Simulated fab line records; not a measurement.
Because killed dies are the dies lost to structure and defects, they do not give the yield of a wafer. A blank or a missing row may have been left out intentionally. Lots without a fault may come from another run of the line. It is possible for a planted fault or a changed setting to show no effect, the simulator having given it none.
A lot that was struck, set against a sound lot + flow sky130 + 16 steps out of a route of 708
Sound: the wafers L775.1, L775.4, L775.5. Struck: wafers L792.1, L792.2, L792.4. The cause comes at the end.
For every step that has rows: the tool of each side, followed by ch and its chambers, followed by its first start. Under that, the readings that differ: sound wafers + struck wafers + difference of the means + sigmas: that difference in standard deviations of wafers without a fault.
alike: a reading whose means differ by less than 2 such deviations, as well as words and numbers matching on both sides. not compared: withheld readings; readings where some wafer has no value; bounds like >300 that might hide an equal value; numbers whose values overlap and for which the record gives no deviation.
A row with sigmas, a row that says differs or no value, or rows on one side alone: a step with any of these is where the two part. Non-overlapping numbers with no deviation appear without sigmas and do not part them. A reading missing from all wafers of one side parts the sides only when that side holds two or more wafers.

first, 3 steps without rows for these wafers: SKY_SONOS_TUNNEL_EXPOSE_04 (exposes mask TUNM, target cd 410 nm); SKY_SONOS_TUNNEL_PEB_05; SKY_SONOS_TUNNEL_DEVELOP_06 (develop time 60 s).
SKY_SONOS_TUNNEL_CD_MEAS_07: target cd 410 nm.
  sound on cd_sem-02 at day 11 14:59; struck on cd_sem-02 at day 17 04:02
  alike: cd_nm
SKY_SONOS_TUNNEL_OVL_MEAS_08:
  sound on overlay-02 at day 11 15:07; struck on overlay-01 at day 17 04:10
  alike: SONOS_TUNNEL_OVL
then, 3 steps without rows for these wafers: SKY_SONOS_TUNNEL_IMPLANT_09; SKY_SONOS_TUNNEL_WET_ETCH_10 (etches SiO2 in dHF, target depth 14 nm, time 280 s); SKY_SONOS_TUNNEL_STRIP_11 (strips in SPM, time 600 s).
SKY_SONOS_TUNNEL_TW_MEAS_12:
  sound on film_metro-01 at day 11 15:34; struck on film_metro-01 at day 17 04:36
  alike: SONOS_TUNNEL_TW
then, 2 steps without rows for these wafers: SKY_SONOS_TUNNEL_CLEAN_13 (cleans in dHF, time 20 s); SKY_SONOS_ONO_OXIDATION_00 (stabilise 600 s, purge 300 s, target thk 2.6 nm).
SKY_SONOS_ONO_THK_MEAS_01:
  sound on film_metro-04 at day 11 20:09; struck on film_metro-01 at day 17 06:01
  alike: SONOS_ONO_OXIDATION_THK
SKY_SONOS_ONO_CVD_02: deposits Si3N4 from DCS/NH3, target thk 10.5 nm, time 180 s.
  sound on lpcvd-02 ch 0, day 11 21:28; struck on lpcvd-02 ch 1, day 17 06:05
| reading                                     | sound             | struck            | difference | sigmas |
|---------------------------------------------|-------------------|-------------------|------------|--------|
| spike_tc_centre_C (C)                       | 772.6 772.1 771.9 | 783.9 784.2 782.9 | +11.5      | +5     |
| zone_power_centre_pct (%)                   | 11.5 11.5 11.3    | 15.9 16.0 16.0    | +4.5       | +10    |
| model.Si3N4_of_SONOS_ONO_CVD_02.thk_nm (nm) | 10.36 10.45 10.5  | 11.8 11.91 11.95  | +1.5       |        |
SKY_SONOS_ONO_THK_MEAS_03:
  sound on film_metro-04 at day 11 22:31; struck on film_metro-03 at day 17 07:08
| reading                   | sound             | struck            | difference | sigmas |
|---------------------------|-------------------|-------------------|------------|--------|
| SONOS_ONO_CVD_02_THK (nm) | 10.32 10.43 10.49 | 11.79 11.91 11.96 | +1.47      | +11    |
then, 1 step without rows for these wafers: SKY_SONOS_ONO_CVD_04 (deposits SiO2 from SiH4/N2O, target thk 5.7199 nm).
-- a jump in the record: the struck wafers' starts before and after are 32 days apart (it breaks off in module SONOS_ONO and resumes in module PAD_OPEN, where the first step shown is number 708 of the route) --
SKY_PAD_OPEN_PROBE_99:
  sound on prober-01 at day 45 21:14; struck on prober-01 at day 49 16:56
| reading                                     | sound                | struck               | difference | sigmas |
|---------------------------------------------|----------------------|----------------------|------------|--------|
| model.etest.sonos_erased.drive_ua_um        | 174.5 165.2 191      | 127.8 151.8 144.3    | -35.6      |        |
| model.etest.sonos_uncharged.r_on_ohm_um     | 796.5 813 801.6      | 837.8 831.7 835.8    | +31.4      |        |
| model.etest.sonos_programmed.off_log10_a_um | -13.97 -13.92 -14.07 | -13.45 -13.45 -13.6  | +0.49      |        |
| model.etest.cap_ono.gate_log10_a_cm2        | -7.657 -7.846 -7.818 | -8.824 -8.921 -9.034 | -1.153     |        |
| model.etest.cap_ono.gate_bv_v (V)           | 16.66 16.01 16.01    | 17.75 17.61 17.3     | +1.33      |        |
| model.etest.cap_ono.tox_acc_nm (nm)         | 12.67 12.82 12.74    | 13.61 13.66 13.69    | +0.91      |        |
| model.etest.sonos_programmed.vt_v (V)       | 1.563 1.508 1.497    | 1.033 1.047 1.02     | -0.489     |        |
| model.etest.sonos_erased.vt_v (V)           | -2.317 -2.246 -2.311 | -1.854 -1.872 -1.827 | +0.440     |        |
  alike: killed_at_M0_to_M3, killed_at_M4_up, killed_at_contacts, killed_at_front_end, killed_at_other, killed_dies, killed_open, killed_short

## WHERE THEY PART
First at SKY_SONOS_ONO_CVD_02; last, within this record, at SKY_SONOS_ONO_THK_MEAS_03. Later steps at which nothing parts them and some readings are alike: SKY_PAD_OPEN_PROBE_99.

WHY: whatever the simulator had introduced
lpcvd-02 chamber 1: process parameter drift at SKY_SONOS_ONO_CVD_02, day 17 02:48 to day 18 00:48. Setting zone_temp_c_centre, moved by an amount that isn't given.
